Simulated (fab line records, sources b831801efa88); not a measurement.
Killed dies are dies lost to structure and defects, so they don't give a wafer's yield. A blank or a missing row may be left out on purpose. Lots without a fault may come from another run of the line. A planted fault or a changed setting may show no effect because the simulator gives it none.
Which tool did it? | flow gf180mcu | 7 lots, 21 wafers sampled, at 3 steps of a route of 602

WHAT THE GAUGES READ, wafer by wafer
GF_M3_THK_MEAS_06: measures by xrf.
lot  | measured     | on            | M3_ALCU_THK (nm)
L392 | day 20 10:27 | film_metro-04 | 456 453 452
L396 | day 22 07:05 | film_metro-04 | 464 463 459
L398 | day 23 00:11 | film_metro-03 | 454 461 449
L401 | day 24 15:59 | film_metro-02 | 455 461 455
L409 | day 26 16:58 | film_metro-02 | 453 451 448
L411 | day 27 02:23 | film_metro-03 | 460 456 459
L413 | day 27 12:16 | film_metro-02 | 452 458 453

WHICH TOOL RAN EACH LOT (tool, then ch and the chambers of the sampled wafers, then the start)
lot  | GF_V2_ETCH_16                      | GF_V2_CVD_23
L392 | rie_diel-02 ch 0,2,3, day 20 08:43 | cvd_w-02 ch 0,1, day 20 09:32
L396 | rie_diel-02 ch 1,2,3, day 22 05:21 | cvd_w-01 ch 0,1, day 22 06:09
L398 | rie_diel-02 ch 0,1,2, day 22 22:27 | cvd_w-02 ch 0,1, day 22 23:15
L401 | rie_diel-02 ch 0,1, day 24 14:09   | cvd_w-02 ch 1, day 24 14:58
L409 | rie_diel-02 ch 1,2,3, day 26 15:15 | cvd_w-01 ch 0,1, day 26 16:01
L411 | rie_diel-04 ch 0,3, day 27 00:39   | cvd_w-01 ch 0,1, day 27 01:27
L413 | rie_diel-01 ch 0,2,3, day 27 10:33 | cvd_w-02 ch 0,1, day 27 11:19
- GF_V2_ETCH_16: etches BARC in N2/H2.
- GF_V2_CVD_23: deposits W, target thk 350 nm, time 104.94 s.

THE ANSWER, worked out from the rows above alone
Rule: what is usual is taken from the lots themselves. Put in order of their means at a reading, lots are off if they are a third of the lots or fewer, leave a main group of 4 or more, and stand apart from it by a gap of 3 or more times the standard deviation of the main group's means; of several such gaps the widest counts. A main group whose means are all the same, to the digits that the tables above print for the reading, isn't used. A lot without any number at a reading at which 4 lots or more have one is off too. The other lots that the step has rows for count as sound.
No lot is off at any reading shown: from this, nothing can be told.

WHAT THE SIMULATOR HAD PUT IN
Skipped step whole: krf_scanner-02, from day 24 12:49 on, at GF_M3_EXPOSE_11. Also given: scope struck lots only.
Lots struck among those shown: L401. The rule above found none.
